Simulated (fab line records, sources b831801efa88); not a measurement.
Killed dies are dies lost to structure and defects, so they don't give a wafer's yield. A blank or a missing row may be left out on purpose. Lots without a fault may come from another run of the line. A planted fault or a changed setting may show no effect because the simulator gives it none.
Which tool did it? | flow sky130 | 10 lots, 30 wafers sampled, at 4 steps of a route of 708

WHAT THE GAUGES READ, wafer by wafer
SKY_NWELL_OVL_MEAS_10.
lot  | measured     | on         | NWELL_00_OVL (nm)
L699 | day 4 19:21  | overlay-01 | 3.9 0.9 4.0
L700 | day 4 20:34  | overlay-02 | 3.0 3.0 2.7
L701 | day 5 00:37  | overlay-02 | 1.5 2.0 2.6
L702 | day 5 08:01  | overlay-01 | 3.5 2.9 -0.2
L703 | day 5 13:01  | overlay-01 | 1.9 1.8 2.3
L710 | day 7 04:55  | overlay-02 | 2.4 3.7 2.4
L712 | day 7 18:30  | overlay-02 | 1.5 -1.8 -0.5
L720 | day 9 14:40  | overlay-02 | 3.6 2.2 -0.9
L721 | day 9 21:10  | overlay-01 | 1.9 0.7 -0.2
L722 | day 10 03:55 | overlay-01 | 0.4 0.4 0.5

SKY_VT_ADJUST_LVTN_OVL_MEAS_07.
lot  | measured     | on         | VT_ADJUST_LVTN_OVL (nm)
L699 | day 7 03:10  | overlay-02 | -3.2 -0.8 -1.7
L700 | day 7 07:01  | overlay-01 | -2.6 -0.2 -0.7
L701 | day 7 11:11  | overlay-02 | -3.5 -6.0 -1.7
L702 | day 7 20:04  | overlay-01 | -0.5 -2.3 -3.5
L703 | day 7 23:52  | overlay-02 | -1.1 -0.8 -0.3
L710 | day 9 19:39  | overlay-02 | -3.3 -0.4 -2.2
L712 | day 10 12:28 | overlay-02 | -1.8 -0.7 -2.8
L720 | day 12 15:04 | overlay-02 | -1.4 -0.7 -0.8
L721 | day 12 21:09 | overlay-01 | -1.5 -0.6 -1.0
L722 | day 13 05:27 | overlay-01 | -0.8 -0.6 0.6

SKY_RES_PROTECT_TW_MEAS_08.
lot  | measured     | on            | POLY_GATE_TW
L699 | day 15 12:52 | film_metro-04 | 4045 4057 4054
L700 | day 15 14:25 | film_metro-04 | 4051 4049 4061
L701 | day 15 21:32 | film_metro-04 | 4048 4042 4035
L702 | day 16 11:49 | film_metro-04 | 4068 4049 4070
L703 | day 16 15:26 | film_metro-02 | 3973 3946 3980
L710 | day 19 08:05 | film_metro-04 | 4061 4049 4069
L712 | day 20 05:28 | film_metro-02 | 3986 4004 4009
L720 | day 22 16:28 | film_metro-02 | 3961 3959 3959
L721 | day 23 02:52 | film_metro-02 | 3952 3940 3958
L722 | day 23 09:37 | film_metro-02 | 3958 3966 3952

WHICH TOOL RAN EACH LOT (tool, then ch and the chambers of the sampled wafers, then the start)
lot  | SKY_GATE_OXIDE_OXIDATION_01
L699 | furnace-02 ch 0, day 13 02:09
L700 | furnace-02 ch 0, day 13 04:53
L701 | furnace-02 ch 0, day 13 10:28
L702 | furnace-01 ch 0, day 13 23:38
L703 | furnace-02 ch 0, day 14 03:27
L710 | furnace-01 ch 0, day 16 12:14
L712 | furnace-01 ch 0, day 17 10:20
L720 | furnace-01 ch 0, day 19 23:13
L721 | furnace-01 ch 0, day 20 10:22
L722 | furnace-02 ch 0, day 20 16:41
- SKY_GATE_OXIDE_OXIDATION_01: stabilise 600 s, purge 300 s, target thk 10.268 nm.

WHAT THE TOOLS THEMSELVES READ (means of the sampled wafers that have a number; where no wafer has one, the mark that the record gives instead)
SKY_GATE_OXIDE_OXIDATION_01.
lot  | tool       | spike_tc_centre_C (C) | spike_tc_lower_C (C) | zone_power_bottom_pct (%) | zone_power_centre_pct (%) | zone_power_lower_pct (%) | zone_power_upper_pct (%)
L699 | furnace-02 | 900.1                 | 900.1                | 29.8                      | 20.1                      | 20.3                     | 18.3
L700 | furnace-02 | 900.0                 | 900.6                | 29.8                      | 20.3                      | 20.2                     | 18.2
L701 | furnace-02 | 898.4                 | 898.9                | 30.1                      | 20.2                      | 20.3                     | 18.3
L702 | furnace-01 | 900.2                 | 900.7                | 29.9                      | 16.7                      | 17.4                     | 18.8
L703 | furnace-02 | 898.8                 | 901.0                | 29.7                      | 20.2                      | 20.3                     | 18.3
L710 | furnace-01 | 921.0                 | 897.9                | 30.0                      | 23.2                      | 13.6                     | 15.0
L712 | furnace-01 | 920.7                 | 897.1                | 30.3                      | 23.4                      | 13.5                     | 14.6
L720 | furnace-01 | 900.2                 | 901.8                | 29.5                      | 16.6                      | 17.2                     | 18.8
L721 | furnace-01 | 899.4                 | 901.2                | 29.4                      | 16.7                      | 17.2                     | 18.9
L722 | furnace-02 | 898.6                 | 901.1                | 29.4                      | 20.0                      | 20.5                     | 18.3

THE ANSWER, worked out from the rows above alone
Rule: what is usual is taken from the lots themselves. Put in order of their means at a reading, lots are off if they are a third of the lots or fewer, leave a main group of 4 or more, and stand apart from it by a gap of 3 or more times the standard deviation of the main group's means; of several such gaps the widest counts. A main group whose means are all the same, to the digits that the tables above print for the reading, isn't used. A lot without any number at a reading at which 4 lots or more have one is off too. The other lots that the step has rows for count as sound. The gauges are gone through in route order, then the tools' own readings, and for those a lot's mean is taken as printed above. The first step at which some lot is off is used, and at that step the reading that is off furthest; a lot without a number counts as furthest.
Off: L710, L712, at SKY_GATE_OXIDE_OXIDATION_01 (spike_tc_centre_C). The main group: mean 899.5 C, standard deviation 0.72.
A tool fits if, at that step or a process step before it, it ran every lot that is off, and no sound lot after the first of them. None of those tried fits.

WHAT THE SIMULATOR HAD PUT IN
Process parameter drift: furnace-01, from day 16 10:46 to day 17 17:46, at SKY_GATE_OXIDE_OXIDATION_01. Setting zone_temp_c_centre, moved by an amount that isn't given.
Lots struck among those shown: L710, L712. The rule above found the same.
